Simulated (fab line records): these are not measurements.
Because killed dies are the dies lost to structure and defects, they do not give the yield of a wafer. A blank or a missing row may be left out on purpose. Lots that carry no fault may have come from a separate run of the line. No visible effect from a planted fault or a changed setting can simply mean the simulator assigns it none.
Chamber matching | flow gf180mcu | pecvd-02 running GF_V2_CVD_02: 3 sister chambers
The step deposits SiO2 from TEOS, target thk 850 nm, time 94.851 s. 3 wafers are shown with their chamber, then 7 later ones without.

## EACH WAFER AND ITS CHAMBER
wafer  | chamber | heater power w (W)
L991.6 | 1       | 794
L994.3 | 0       | 789
L994.4 | 2       | 736

## WAFERS WITHOUT THEIR CHAMBER
wafer  | heater power w (W)
L994.6 | 657
L995.3 | 805
L995.4 | 757
L995.5 | 768
L998.4 | 779
L998.5 | 733
L998.6 | 647

## WHICH CHAMBER EACH ONE RAN IN
wafer  | from the rows above          | in truth
L994.6 | can't be placed: 2 or 0 or 1 | 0
L995.3 | can't be placed: 1 or 0 or 2 | 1
L995.4 | can't be placed: 2 or 0 or 1 | 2
L995.5 | can't be placed: 0 or 1 or 2 | 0
L998.4 | can't be placed: 0 or 1 or 2 | 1
L998.5 | can't be placed: 2 or 0 or 1 | 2
L998.6 | can't be placed: 2 or 0 or 1 | 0
Correctly placed: 0 of 7. These rows do not allow placing 7 (true chamber among the candidates in 7). 0 placed wrongly.
How it was worked out, from the rows above alone: a wafer's distance from a chamber is the root of the sum, over the readings, of the square of ((its reading less the chamber's mean) divided by the reading's scatter). If the next closest chamber is less than 2 further off than the closest, the wafer can't be placed; otherwise it belongs to the closest. For every chamber, the mean is computed from those of its wafers that are shown. The scatter (one wafer shown for each chamber): square how far every hidden wafer sits from the nearest shown wafer, average those squares and take the square root.
